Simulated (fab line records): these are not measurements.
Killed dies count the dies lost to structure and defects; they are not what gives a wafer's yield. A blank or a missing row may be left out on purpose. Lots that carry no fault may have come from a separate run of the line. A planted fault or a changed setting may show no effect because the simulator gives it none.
Problem report in the 8D (eight disciplines) form, filled by code    flow gf180mcu    the parts of the form that need people (team, actions taken, sign-off) are left out

== 1. WHAT WENT WRONG ==
M2_ALCU_RS at GF_M2_RS_MEAS_05 reads a mean of 0.1036 ohm/sq on 6 wafers of 2 lots; wafers without a fault read 0.0696 ohm/sq with a standard deviation of 0.0007. That puts it +49 standard deviations away from the usual mean.
The step: measures by four-point-probe.
Earliest sighting: wafer L552.2 on film metro-02 at day 19 10:30. The record holds 33 wafers of 11 lots with a number at this step. By rule, "out" or "out of limits" means more than 4 standard deviations away from the usual mean. The other wafers with a number count as sound.

== 2. WHAT IT IS AND WHAT IT IS NOT ==
question                     is                      is not
which readings at this step  M2_ALCU_RS              -
which lots                   L552, L554              L551, L561, L563, L564, L565, L566, L567, L568, L569
which wafers of those lots   all that have a number  -
read on which gauges         film metro-02           film metro-01, film metro-03
when                         from day 19 10:30       up to then (3 sound wafers); but 24 sound wafers of L561, L563, L564, L565, L566, L567, L568, L569 came after

== 3. SUSPECTS, AND WHAT RULES EACH OUT ==
Counting: a tool at any process step up to the reading remains a suspect when it ran all the lots that are out and ran no sound lot after the first of those.
- the gauge at GF_M2_RS_MEAS_05: kept. All the wafers that are out were read on film metro-02, and no step on other tools shows them out.
- rie metal-03 at GF_M1_METAL_ETCH_16 (etches the open film in Cl2/BCl3, stops on SiO2, target depth 750.8 nm, time 125.1 s): ruled out as a lasting fault. Sound lots L561, L563, L565, L566, L568 ran on it after its first lot that is out, L552 (day 18 08:16).
- pvd sputter-03 at GF_M2_SPUTTER_02 (material AlCu, target thk 450 nm, time 23.9 s): ruled out as a lasting fault. Sound lots L563, L568 ran on it after its first lot that is out, L552 (day 19 10:23).
The count leaves film metro-02 at GF_M2_RS_MEAS_05.

== 4. THE CAUSE (what the simulator had put in) ==
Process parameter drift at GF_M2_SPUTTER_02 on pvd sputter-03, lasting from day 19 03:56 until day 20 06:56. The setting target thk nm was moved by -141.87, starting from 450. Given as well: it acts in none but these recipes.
Counting ruled it out, wrongly: the rule takes a fault to strike every lot that its tool runs from its start on, and this one did not.

== 5. THE CHAIN OF EFFECTS, in route order ==
Rows list readings where the struck wafers' mean (over those with a number) sits beyond 3 standard deviations from the usual. Scope: only readings with a usual standard deviation given in the record; hours: median across lots of the time from each lot's start at the first step in this table that gives one to its start at this step; sigmas: change in usual standard deviations.
hours  step               reading      usual          on struck wafers  change   sigmas
0      GF_M2_RS_MEAS_05   M2_ALCU_RS   0.0696 ohm/sq  0.1036            +0.0340  +49
0      GF_M2_THK_MEAS_06  M2_ALCU_THK  450 nm         306               -144     -29

== 6. WHAT WOULD HAVE CAUGHT IT SOONER ==
The first out-of-limits reading at a measuring or inspecting step in this record came at day 19 10:30, 7 hours after the fault's start at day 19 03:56.
Of the tool readings at GF_M2_SPUTTER_02 for which the record gives a usual standard deviation, none was out on any struck wafer, so an alarm limit of 4 standard deviations on them would not have fired.
